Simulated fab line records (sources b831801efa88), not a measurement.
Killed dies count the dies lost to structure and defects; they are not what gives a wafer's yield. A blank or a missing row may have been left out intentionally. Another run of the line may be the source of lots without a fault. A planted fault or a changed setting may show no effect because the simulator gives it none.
fab line records + flow sky130
record
- lots=12
- wafers=36
- last_day=50
route steps=708 shown SPACER@306 LI_CONTACT@364 PAD_OPEN@708
lots that met no fault: from a run of the same line without faults
start_h: hours from the record's opening day to when the first of the lot's shown wafers began + wait_h: hours from the lot's prior step to this one + " same as the row above + L1.1+2: several wafers, shown together as one row + - either no value or no given start + * or withheld: withheld + < > ~ a bound
route shown NAME@n: a module of which the file shows steps, and the number in the route of the first + usual: average and standard deviation across the fault-free wafers + same: alike in all rows + chamber/n: place in a boat + sites: readings site by site + _std_site: their standard deviation + _edge_site: outer sites' mean less inner sites' + radius_mm: how far each site lies from the wafer's centre + mask NAME#n: copy n + behind: the most recent tool/chamber to have shaped the wafer + hold: why the lot went on hold/how many hours it stayed there/how the hold came to an end + device: which transistor (n, p or np) failed to switch + end of line: the tests these same wafers got at the end of their route + where a step has no rows: the recipe by itself + killed: count of dies lost to structure and defects at first sort (not the wafer's yield) + map: shows each die of a wafer: x if killed, . if not, _ if none is there
set.NAME: the setting as run; set.NAME@STEP: as run at that earlier step + model.NAME: the simulator's own value behind a step, which no gauge read
a sample of lots followed through the steps of the route, with each step as a table and each wafer as a row
services: when a tool's chamber went out of use (start_h, in hours from the record's first day, below 0 if earlier), for how many hours, and the reason
## steps
# step SKY_SPACER_ETCHBACK_02
# recipe
- chemistry=CH3F/O2
- target=Si3N4
- stop_on=SiO2
- source_w=400
- bias_w=80
- pressure_mtorr=25
- ch3f_flow_sccm=40
- O2_flow_sccm=30
- time_s=46.7
- target_depth_a=450
# usual
- O2_flow_sccm=30.01/0.087
- drypump_motor_current_A=5.6/0.55
- oes_product_au=0.857/0.0071
- throttle_valve_pct=10.563/0.0092
| lot.wafer | tool        | chamber | start_h | wait_h | O2_flow_sccm | drypump_motor_current_A | oes_product_au | rf_hours_counter_h | throttle_valve_pct |
|-----------|-------------|---------|---------|--------|--------------|-------------------------|----------------|--------------------|--------------------|
| L154.2    | rie_diel-02 | 0       | 522.67  | 0.0    | 30.02        | 5.6                     | 0.846          | 14                 | 10.567             |
| L154.3    | "           | 2       | "       | "      | 30.16        | 5.2                     | 0.855          | 2                  | 10.579             |
| L154.5    | "           | 3       | "       | "      | 29.91        | 5.3                     | 0.851          | -                  | 10.567             |
| L155.2    | rie_diel-02 | 1       | 554.38  | 0.0    | 30.07        | 4.9                     | 0.866          | 25                 | 10.559             |
| L155.3    | "           | 0       | "       | "      | 30.02        | 5.6                     | 0.866          | 15                 | 10.565             |
| L155.4    | "           | 2       | "       | "      | 29.69        | 5.2                     | 0.865          | 3                  | 10.567             |
| L156.1    | rie_diel-01 | 3       | 554.38  | 0.1    | 30.14        | 6.1                     | 0.847          | 5                  | 10.554             |
| L156.5    | "           | 1       | "       | "      | 30.02        | 6.3                     | 0.841          | -                  | 10.575             |
| L156.6    | "           | 0       | "       | "      | 30.17        | 5.7                     | 0.851          | -                  | 10.555             |
| L157.2    | rie_diel-03 | 3       | 554.38  | 0.0    | 30.05        | 5.2                     | 0.853          | 25                 | 10.557             |
| L157.5    | "           | 3       | "       | "      | 30.01        | 5.2                     | 0.855          | -                  | 10.553             |
| L157.6    | "           | 2       | "       | "      | 30.15        | 6.5                     | 0.854          | -                  | 10.564             |
| L160.2    | rie_diel-03 | 1       | 577.11  | 0.0    | 29.96        | 6.2                     | 0.861          | 46                 | 10.563             |
| L160.4    | "           | 3       | "       | "      | 29.99        | 5.2                     | 0.851          | -                  | 10.555             |
| L160.6    | "           | 0       | "       | "      | 30.02        | 4.7                     | 0.847          | -                  | 10.555             |
| L161.2    | rie_diel-02 | 0       | 579.25  | 0.0    | 29.99        | 5.6                     | 0.862          | 15                 | 10.548             |
| L161.3    | "           | 3       | "       | "      | 30.15        | 5.3                     | 0.855          | 2                  | 10.563             |
| L161.4    | "           | 1       | "       | "      | 29.90        | 4.9                     | 0.863          | 25                 | 10.556             |
| L162.3    | rie_diel-03 | 0       | 594.04  | 0.0    | 29.95        | 4.6                     | 0.862          | 76                 | 10.564             |
| L162.4    | "           | 0       | "       | "      | 29.91        | 4.6                     | 0.855          | -                  | 10.560             |
| L162.5    | "           | 3       | "       | "      | 30.03        | 5.2                     | 0.856          | -                  | 10.554             |
| L163.3    | rie_diel-01 | 1       | 599.16  | 0.0    | 29.96        | 6.3                     | 0.864          | 9                  | 10.577             |
| L163.4    | "           | 2       | "       | "      | 29.93        | 6.2                     | 0.865          | 3                  | 10.568             |
| L163.6    | "           | 2       | "       | "      | 30.03        | 6.2                     | 0.860          | -                  | 10.573             |
| L173.2    | rie_diel-02 | 3       | 686.19  | 0.0    | 30.16        | 5.3                     | 0.840          | 4                  | 10.566             |
| L173.3    | "           | 2       | "       | "      | 30.09        | 5.2                     | 0.853          | 4                  | 10.565             |
| L173.4    | "           | 0       | "       | "      | 30.02        | 5.6                     | 0.842          | 17                 | 10.568             |
| L176.1    | rie_diel-03 | 2       | 729.60  | 0.1    | 29.96        | 6.5                     | 0.868          | 11                 | 10.562             |
| L176.4    | "           | 2       | "       | "      | 29.89        | 6.6                     | 0.865          | -                  | 10.562             |
| L176.5    | "           | 0       | "       | "      | 29.95        | 4.6                     | 0.870          | -                  | 10.555             |
| L175.1    | rie_diel-01 | 3       | 730.81  | 0.1    | 30.10        | 6.1                     | 0.853          | 9                  | 10.583             |
| L175.5    | "           | 2       | "       | "      | 30.00        | 6.2                     | 0.849          | -                  | 10.557             |
| L175.6    | "           | 3       | "       | "      | 30.11        | 6.1                     | 0.848          | -                  | 10.574             |
| L177.1    | rie_diel-02 | 3       | 732.01  | 0.1    | 29.93        | 5.3                     | 0.859          | 5                  | 10.563             |
| L177.2    | "           | 2       | "       | "      | 29.94        | 5.2                     | 0.852          | 5                  | 10.564             |
| L177.5    | "           | 3       | "       | "      | 29.90        | 5.3                     | 0.850          | -                  | 10.562             |
# step SKY_LI_CONTACT_CMP_02
# recipe
- material=PSG
- down_force_psi=4
- platen_rpm=60
- pad_velocity_m_s=0.94248
# usual
- motor_current_A=13.0/1.5
- platen_rpm=60.01/0.043
- slurry_flow_ml_min=150.0/0.44
- time_to_endpoint_s=31.4/2.4
| lot.wafer | tool   | chamber | start_h | wait_h | motor_current_A | platen_rpm | slurry_flow_ml_min | time_to_endpoint_s |
|-----------|--------|---------|---------|--------|-----------------|------------|--------------------|--------------------|
| L154.3    | cmp-01 | 1       | 640.96  | 0.1    | 11.2            | 60.05      | 149.7              | 30.7               |
| L154.2    | "      | 2       | "       | "      | 13.7            | 60.00      | 150.2              | 29.9               |
| L154.5    | "      | 1       | "       | "      | 11.1            | 60.05      | 150.0              | 31.9               |
| L157.2    | cmp-02 | 3       | 671.40  | 0.0    | 13.3            | 60.02      | 149.8              | 30.9               |
| L157.6    | "      | 3       | "       | "      | 13.4            | 59.98      | 150.1              | 31.6               |
| L157.5    | "      | 0       | "       | "      | 11.3            | 59.98      | 149.8              | 31.3               |
| L155.2    | cmp-01 | 2       | 671.72  | 0.0    | 13.2            | 60.05      | 149.5              | 30.4               |
| L155.4    | "      | 3       | "       | "      | 14.5            | 60.10      | 150.8              | 35.5               |
| L155.3    | "      | 1       | "       | "      | 10.6            | 60.04      | 149.5              | 32.3               |
| L156.1    | cmp-02 | 1       | 672.21  | 0.2    | 12.6            | 59.95      | 150.2              | 36.8               |
| L156.5    | "      | 2       | "       | "      | 15.4            | 59.99      | 150.1              | 36.8               |
| L156.6    | "      | 3       | "       | "      | 12.7            | 60.02      | 150.0              | 36.3               |
| L160.4    | cmp-01 | 1       | 693.68  | 0.0    | 10.9            | 60.06      | 151.1              | 30.3               |
| L160.2    | "      | 2       | "       | "      | 13.4            | 60.07      | 149.3              | 29.1               |
| L160.6    | "      | 1       | "       | "      | 10.3            | 60.10      | 149.5              | 31.3               |
| L161.3    | cmp-01 | 1       | 695.26  | 0.0    | 11.9            | 60.00      | 150.9              | 20.8               |
| L161.4    | "      | 3       | "       | "      | 14.7            | 60.01      | 150.3              | 22.4               |
| L161.2    | "      | 0       | "       | "      | 10.8            | 60.04      | 149.8              | 22.4               |
| L162.4    | cmp-02 | 0       | 710.61  | 0.1    | 11.2            | 59.97      | 150.0              | 31.4               |
| L162.3    | "      | 1       | "       | "      | 13.4            | 60.00      | 150.5              | 30.8               |
| L162.5    | "      | 3       | "       | "      | 13.8            | 59.98      | 150.6              | 32.7               |
| L163.4    | cmp-01 | 2       | 716.95  | 0.0    | 14.1            | 60.00      | 149.4              | 24.3               |
| L163.3    | "      | 0       | "       | "      | 10.8            | 59.99      | 149.4              | 26.7               |
| L163.6    | "      | 2       | "       | "      | 14.6            | 60.02      | 150.1              | 23.8               |
| L173.3    | cmp-01 | 3       | 797.45  | 0.1    | 15.3            | 59.92      | 150.3              | 27.4               |
| L173.2    | "      | 0       | "       | "      | 10.5            | 60.03      | 149.8              | 28.0               |
| L173.4    | "      | 1       | "       | "      | 10.9            | 60.07      | 149.5              | 29.0               |
| L176.1    | cmp-01 | 2       | 838.76  | 0.1    | 13.4            | 60.01      | 150.6              | 29.3               |
| L176.4    | "      | 0       | "       | "      | 10.8            | 59.93      | 149.3              | 28.7               |
| L176.5    | "      | 2       | "       | "      | 13.9            | 60.01      | 149.7              | 26.0               |
| L175.1    | cmp-02 | 3       | 839.07  | 0.1    | 13.5            | 60.06      | 150.8              | 35.3               |
| L175.5    | "      | 1       | "       | "      | 12.2            | 60.04      | 149.8              | 33.6               |
| L175.6    | "      | 2       | "       | "      | 14.7            | 60.02      | 150.8              | 35.6               |
| L177.2    | cmp-01 | 3       | 840.23  | 0.1    | 14.6            | 59.99      | 149.5              | 33.0               |
| L177.1    | "      | 1       | "       | "      | 11.2            | 59.97      | 150.7              | 29.5               |
| L177.5    | "      | 3       | "       | "      | 14.4            | 59.99      | 149.8              | 30.7               |
# step SKY_LI_CONTACT_BOW_MEAS_03
# recipe
- mode=bow
# usual
- LI_CONTACT_BOW=55/7.4
| lot.wafer | tool          | chamber | start_h | wait_h | LI_CONTACT_BOW[um] |
|-----------|---------------|---------|---------|--------|--------------------|
| L154.2    | film_metro-03 | -       | 641.23  | 0.2    | 56                 |
| L154.3    | "             | -       | "       | "      | 59                 |
| L154.5    | "             | -       | "       | "      | 56                 |
| L157.2    | film_metro-02 | -       | 671.72  | 0.3    | 54                 |
| L157.5    | "             | -       | "       | "      | 65                 |
| L157.6    | "             | -       | "       | "      | 69                 |
| L155.2    | film_metro-03 | -       | 672.04  | 0.3    | 56                 |
| L155.3    | "             | -       | "       | "      | 40                 |
| L155.4    | "             | -       | "       | "      | 57                 |
| L156.1    | film_metro-03 | -       | 672.36  | 0.1    | 52                 |
| L156.5    | "             | -       | "       | "      | 50                 |
| L156.6    | "             | -       | "       | "      | 65                 |
| L160.2    | film_metro-02 | -       | 694.00  | 0.2    | 57                 |
| L160.4    | "             | -       | "       | "      | 66                 |
| L160.6    | "             | -       | "       | "      | 48                 |
| L161.2    | film_metro-02 | -       | 695.58  | 0.1    | 64                 |
| L161.3    | "             | -       | "       | "      | 63                 |
| L161.4    | "             | -       | "       | "      | 62                 |
| L162.3    | film_metro-04 | -       | 710.93  | 0.2    | 59                 |
| L162.4    | "             | -       | "       | "      | 50                 |
| L162.5    | "             | -       | "       | "      | 63                 |
| L163.3    | film_metro-04 | -       | 717.29  | 0.2    | 61                 |
| L163.4    | "             | -       | "       | "      | 43                 |
| L163.6    | "             | -       | "       | "      | 58                 |
| L173.2    | film_metro-04 | -       | 797.72  | 0.2    | 58                 |
| L173.3    | "             | -       | "       | "      | 50                 |
| L173.4    | "             | -       | "       | "      | 57                 |
| L176.1    | film_metro-03 | -       | 839.01  | 0.2    | 56                 |
| L176.4    | "             | -       | "       | "      | 49                 |
| L176.5    | "             | -       | "       | "      | 76                 |
| L175.1    | film_metro-02 | -       | 839.27  | 0.1    | 56                 |
| L175.5    | "             | -       | "       | "      | 58                 |
| L175.6    | "             | -       | "       | "      | 56                 |
| L177.1    | film_metro-03 | -       | 840.48  | 0.1    | 53                 |
| L177.2    | "             | -       | "       | "      | 46                 |
| L177.5    | "             | -       | "       | "      | 47                 |
# step SKY_LI_CONTACT_ETCH_15
# recipe
- target=PSG
- chemistry=C4F8/O2/Ar
- stop_on=Si
- taper_deg=4.15
- mask_material=KrF-thick
- source_w=1500
- bias_w=1200
- pressure_mtorr=40
- c4f8_flow_sccm=withheld
- O2_flow_sccm=6
- Ar_flow_sccm=300
- time_s=withheld
- target_depth_a=6000
# usual
- oes_product_au=0.837/0.0043
| lot.wafer | tool        | chamber | start_h | wait_h | oes_product_au |
|-----------|-------------|---------|---------|--------|----------------|
| L154.2    | rie_diel-03 | 3       | 669.64  | 0.0    | 0.833          |
| L154.3    | "           | 2       | "       | "      | 0.840          |
| L154.5    | "           | 0       | "       | "      | 0.841          |
| L157.2    | rie_diel-04 | 1       | 699.79  | 0.0    | 0.841          |
| L157.5    | "           | 0       | "       | "      | 0.828          |
| L157.6    | "           | 1       | "       | "      | 0.833          |
| L155.2    | rie_diel-03 | 2       | 700.33  | 0.0    | 0.829          |
| L155.3    | "           | 0       | "       | "      | 0.830          |
| L155.4    | "           | 1       | "       | "      | 0.834          |
| L156.1    | rie_diel-02 | 0       | 700.35  | 0.0    | 0.840          |
| L156.5    | "           | 0       | "       | "      | 0.843          |
| L156.6    | "           | 3       | "       | "      | 0.837          |
| L160.2    | rie_diel-04 | 3       | 722.00  | 0.0    | 0.834          |
| L160.4    | "           | 1       | "       | "      | 0.841          |
| L160.6    | "           | 3       | "       | "      | 0.830          |
| L161.2    | rie_diel-02 | 1       | 724.40  | 0.0    | 0.890          |
| L161.3    | "           | 2       | "       | "      | 0.876          |
| L161.4    | "           | 2       | "       | "      | 0.884          |
| L162.3    | rie_diel-02 | 3       | 738.98  | 0.0    | 0.839          |
| L162.4    | "           | 2       | "       | "      | 0.842          |
| L162.5    | "           | 3       | "       | "      | 0.844          |
| L163.3    | rie_diel-03 | 0       | 744.89  | 0.0    | 0.880          |
| L163.4    | "           | 2       | "       | "      | 0.881          |
| L163.6    | "           | 0       | "       | "      | 0.882          |
| L173.2    | rie_diel-02 | 1       | 825.09  | 0.0    | 0.834          |
| L173.3    | "           | 2       | "       | "      | 0.843          |
| L173.4    | "           | 3       | "       | "      | 0.841          |
| L176.1    | rie_diel-02 | 1       | 866.14  | 0.0    | 0.837          |
| L176.4    | "           | 3       | "       | "      | 0.842          |
| L176.5    | "           | 3       | "       | "      | 0.831          |
| L175.1    | rie_diel-04 | 2       | 866.53  | 0.0    | 0.843          |
| L175.5    | "           | 0       | "       | "      | 0.842          |
| L175.6    | "           | 2       | "       | "      | 0.840          |
| L177.1    | rie_diel-02 | 1       | 867.89  | 0.0    | 0.839          |
| L177.2    | "           | 2       | "       | "      | 0.836          |
| L177.5    | "           | 1       | "       | "      | 0.840          |
# step SKY_LI_CONTACT_RS_MEAS_22
# recipe
- thk_meas_gauge=four-point-probe
- reads=W_of_LI_CONTACT_CVD_21+TiN_of_LI_CONTACT_SPUTTER_20+Ti_of_LI_CONTACT_SPUTTER_19
# usual
- LI_CONTACT_W_RS=0.283/0.0047
| lot.wafer | tool          | chamber | start_h | wait_h | LI_CONTACT_W_RS[ohm/sq] |
|-----------|---------------|---------|---------|--------|-------------------------|
| L154.2    | film_metro-04 | -       | 670.30  | 0.1    | 0.282                   |
| L154.3    | "             | -       | "       | "      | 0.286                   |
| L154.5    | "             | -       | "       | "      | 0.286                   |
| L157.2    | film_metro-04 | -       | 700.45  | 0.1    | 0.280                   |
| L157.5    | "             | -       | "       | "      | 0.280                   |
| L157.6    | "             | -       | "       | "      | 0.282                   |
| L155.2    | film_metro-04 | -       | 701.04  | 0.2    | 0.276                   |
| L155.3    | "             | -       | "       | "      | 0.280                   |
| L155.4    | "             | -       | "       | "      | 0.275                   |
| L156.1    | film_metro-02 | -       | 701.09  | 0.2    | 0.283                   |
| L156.5    | "             | -       | "       | "      | 0.284                   |
| L156.6    | "             | -       | "       | "      | 0.287                   |
| L160.2    | film_metro-02 | -       | 722.66  | 0.1    | 0.289                   |
| L160.4    | "             | -       | "       | "      | 0.289                   |
| L160.6    | "             | -       | "       | "      | 0.288                   |
| L161.2    | film_metro-04 | -       | 725.06  | 0.1    | 0.278                   |
| L161.3    | "             | -       | "       | "      | 0.284                   |
| L161.4    | "             | -       | "       | "      | 0.275                   |
| L162.3    | film_metro-02 | -       | 739.70  | 0.1    | 0.282                   |
| L162.4    | "             | -       | "       | "      | 0.283                   |
| L162.5    | "             | -       | "       | "      | 0.282                   |
| L163.3    | film_metro-04 | -       | 745.74  | 0.1    | 0.282                   |
| L163.4    | "             | -       | "       | "      | 0.278                   |
| L163.6    | "             | -       | "       | "      | 0.275                   |
| L173.2    | film_metro-02 | -       | 825.78  | 0.1    | 0.288                   |
| L173.3    | "             | -       | "       | "      | 0.288                   |
| L173.4    | "             | -       | "       | "      | 0.280                   |
| L176.1    | film_metro-04 | -       | 866.80  | 0.1    | 0.279                   |
| L176.4    | "             | -       | "       | "      | 0.281                   |
| L176.5    | "             | -       | "       | "      | 0.289                   |
| L175.1    | film_metro-03 | -       | 867.19  | 0.1    | 0.290                   |
| L175.5    | "             | -       | "       | "      | 0.285                   |
| L175.6    | "             | -       | "       | "      | 0.285                   |
| L177.1    | film_metro-04 | -       | 868.55  | 0.1    | 0.276                   |
| L177.2    | "             | -       | "       | "      | 0.282                   |
| L177.5    | "             | -       | "       | "      | 0.284                   |
# step SKY_PAD_OPEN_PROBE_99
# usual
- killed_at_M0_to_M3=43/6.8
- killed_at_M4_up=3.2/1.7
- killed_at_contacts=24/5.6
- killed_at_front_end=15/4.7
- killed_at_other=0.3/0.59
- killed_dies=86/10
- killed_open=47/6.8
- killed_short=39/6.4
# same
- gross_dies=492
- killed_at_back_side=0
| lot.wafer | tool      | chamber | start_h | wait_h | killed_at_M0_to_M3 | killed_at_M4_up | killed_at_contacts | killed_at_front_end | killed_at_other | killed_dies | killed_open | killed_short |
|-----------|-----------|---------|---------|--------|--------------------|-----------------|--------------------|---------------------|-----------------|-------------|-------------|--------------|
| L161.2    | prober-01 | -       | 1111.40 | 0.1    | 49                 | 2               | 31                 | 12                  | 0               | 94          | 56          | 38           |
| L161.3    | prober-01 | -       | 1111.45 | 0.2    | 31                 | 3               | 25                 | 15                  | 0               | 74          | 43          | 31           |
| L161.4    | prober-01 | -       | 1111.50 | 0.2    | 53                 | 3               | 27                 | 19                  | 1               | 103         | 54          | 48           |
| L163.3    | prober-01 | -       | 1125.60 | 0.2    | 38                 | 3               | 32                 | 15                  | 0               | 88          | 46          | 42           |
| L163.4    | prober-01 | -       | 1125.65 | 0.2    | 34                 | 3               | 32                 | 9                   | 0               | 78          | 43          | 34           |
| L163.6    | prober-01 | -       | 1125.75 | 0.2    | 47                 | 3               | 16                 | 11                  | 0               | 77          | 43          | 32           |
| L173.2    | prober-01 | -       | 1183.61 | 0.1    | 51                 | 3               | 19                 | 11                  | 0               | 84          | 46          | 38           |
| L173.3    | prober-01 | -       | 1183.66 | 0.2    | 41                 | 7               | 35                 | 19                  | 1               | 103         | 53          | 50           |
| L173.4    | prober-01 | -       | 1183.71 | 0.2    | 50                 | 4               | 30                 | 16                  | 0               | 100         | 48          | 52           |
| L175.1    | prober-02 | -       | 1206.11 | 0.1    | 39                 | 2               | 23                 | 18                  | 0               | 82          | 51          | 31           |
| L175.5    | prober-02 | -       | 1206.31 | 0.2    | 47                 | 6               | 26                 | 19                  | 0               | 98          | 49          | 49           |
| L175.6    | prober-02 | -       | 1206.36 | 0.2    | 48                 | 1               | 31                 | 15                  | 0               | 95          | 48          | 47           |
# killed by level:class
L161.2 CONTACT:geometric_particle:open=13 VIA1:geometric_particle:open=13 LI_CONTACT:geometric_particle:open=10 VIA2:geometric_particle:open=7 METAL2:geometric_particle:short=7 METAL1:geometric_particle:short=5 FIELD_ISO:geometric_particle:open=4 CONTACT:geometric_particle:short=4
L161.3 CONTACT:geometric_particle:open=10 VIA1:geometric_particle:open=9 METAL1:geometric_particle:short=6 POLY_GATE:geometric_particle:open=6 LI_CONTACT:geometric_particle:open=6 LOCAL_INTERCONNECT:geometric_particle:short=5 METAL2:geometric_particle:short=5 VIA2:geometric_particle:open=4
L161.4 VIA1:geometric_particle:open=16 CONTACT:geometric_particle:open=10 METAL2:geometric_particle:short=8 LI_CONTACT:geometric_particle:open=7 VIA3:geometric_particle:open=6 FIELD_ISO:geometric_particle:open=5 POLY_GATE:geometric_particle:short=5 METAL1:geometric_particle:short=5
L163.3 CONTACT:geometric_particle:open=13 VIA1:geometric_particle:open=8 LI_CONTACT:geometric_particle:open=8 LOCAL_INTERCONNECT:geometric_particle:short=7 FIELD_ISO:geometric_particle:open=5 METAL1:geometric_particle:short=5 VIA3:geometric_particle:open=4 VIA1:geometric_particle:short=4
L163.4 CONTACT:geometric_particle:open=14 VIA1:geometric_particle:open=9 LI_CONTACT:geometric_particle:open=7 METAL1:geometric_particle:short=5 CONTACT:geometric_particle:short=5 VIA3:geometric_particle:open=5 FIELD_ISO:geometric_particle:short=4 VIA1:geometric_particle:short=4
L163.6 VIA1:geometric_particle:open=12 VIA3:geometric_particle:open=10 CONTACT:geometric_particle:open=7 METAL1:geometric_particle:short=5 METAL1:geometric_particle:open=3 POLY_GATE:geometric_particle:short=3 LI_CONTACT:geometric_particle:open=3 CONTACT:geometric_particle:short=3
L173.2 VIA1:geometric_particle:open=13 CONTACT:geometric_particle:short=7 METAL2:geometric_particle:short=7 CONTACT:geometric_particle:open=6 VIA2:geometric_particle:open=6 VIA3:geometric_particle:open=6 FIELD_ISO:geometric_particle:open=4 VIA1:geometric_particle:short=4
L173.3 LI_CONTACT:geometric_particle:open=13 CONTACT:geometric_particle:open=12 FIELD_ISO:geometric_particle:short=8 VIA1:geometric_particle:open=5 VIA1:geometric_particle:short=5 VIA2:geometric_particle:open=5 METAL2:geometric_particle:short=5 VIA3:geometric_particle:open=5
L173.4 VIA1:geometric_particle:short=12 CONTACT:geometric_particle:open=8 VIA2:geometric_particle:open=8 LOCAL_INTERCONNECT:geometric_particle:short=7 VIA3:geometric_particle:open=7 FIELD_ISO:geometric_particle:short=6 LI_CONTACT:geometric_particle:open=6 METAL1:geometric_particle:short=6
L175.1 VIA1:geometric_particle:open=12 CONTACT:geometric_particle:open=11 LI_CONTACT:geometric_particle:open=7 POLY_GATE:geometric_particle:open=6 METAL2:geometric_particle:short=6 METAL1:geometric_particle:short=5 VIA3:geometric_particle:open=5 POLY_GATE:geometric_particle:short=4
L175.5 FIELD_ISO:geometric_particle:short=10 VIA2:geometric_particle:open=10 CONTACT:geometric_particle:open=9 VIA1:geometric_particle:open=9 LI_CONTACT:geometric_particle:open=8 VIA1:geometric_particle:short=7 METAL3:geometric_particle:short=5 METAL4:geometric_particle:short=5
L175.6 LI_CONTACT:geometric_particle:open=8 VIA1:geometric_particle:open=8 CONTACT:geometric_particle:open=8 METAL2:geometric_particle:short=8 VIA2:geometric_particle:open=8 CONTACT:geometric_particle:short=7 METAL1:geometric_particle:short=7 LOCAL_INTERCONNECT:geometric_particle:short=5
## services
| tool        | chamber | start_h | hours | kind   |
|-------------|---------|---------|-------|--------|
| cmp-01      | -       | 499.38  | 1.7   | repair |
| cmp-02      | -       | 511.28  | 14.7  | repair |
| cmp-01      | -       | 518.36  | 2.1   | repair |
| rie_diel-02 | 1       | 523.28  | 4.8   | repair |
| rie_diel-03 | -       | 524.43  | 0.6   | repair |
| rie_diel-03 | 0       | 538.39  | 17.9  | repair |
| rie_diel-02 | 3       | 545.68  | 6.3   | repair |
| rie_diel-02 | 2       | 548.38  | 1.7   | repair |
| rie_diel-03 | 2       | 564.42  | 41.7  | repair |
| cmp-01      | -       | 567.22  | 1.2   | repair |
| rie_diel-03 | 1       | 573.78  | 1.7   | repair |
| rie_diel-03 | -       | 577.28  | 3.7   | repair |
| cmp-01      | -       | 578.48  | 4.0   | pm     |
| rie_diel-03 | 0       | 618.28  | 11.0  | repair |
| rie_diel-03 | -       | 630.23  | 0.8   | repair |
| cmp-01      | -       | 661.88  | 1.3   | repair |
| rie_diel-02 | 2       | 690.19  | 8.0   | repair |
| rie_diel-02 | -       | 710.68  | 1.8   | repair |
| rie_diel-02 | 0       | 723.26  | 17.5  | repair |
| rie_diel-03 | -       | 730.20  | 2.8   | pm     |
| cmp-01      | -       | 731.33  | 0.4   | repair |
| cmp-01      | -       | 792.24  | 4.7   | pm     |
| rie_diel-03 | 3       | 809.12  | 12.9  | repair |
| cmp-01      | -       | 819.24  | 15.2  | pm     |
## key
first_sign
- step=SKY_LI_CONTACT_CMP_02
- reading=time_to_endpoint_s
- direction=down
- sigmas=3.3
- usual=*
- struck=*
effect
- step=SKY_LI_CONTACT_ETCH_15
- reading=oes_product_au
- direction=up
- sigmas=10
- usual=0.837
- struck=0.882
met_at SKY_LI_CONTACT_CMP_02
struck_lots L161,L163
tester_left_out L161,L163
not_acting_at SKY_SPACER_ETCHBACK_02,SKY_LI_CONTACT_BOW_MEAS_03,SKY_LI_CONTACT_RS_MEAS_22
onset_between 693.68 695.26
fault
- kind=process_parameter_drift
- tool=cmp-01
- chamber=-
- onset_h=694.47
- steps=SKY_LI_CONTACT_CMP_02
- channel=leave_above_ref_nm
- offset=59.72
- shape=step
- end_h=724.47
- acts_in=these_recipes_only
- stated=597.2
# tester_left_out: of these lots the tester's yield and bins aren't shown, on N5 and GAA mostly nor the transistor test; their killed dies are dies lost to structure and defects alone, not to doping, threshold or leakage, so they don't give the yield
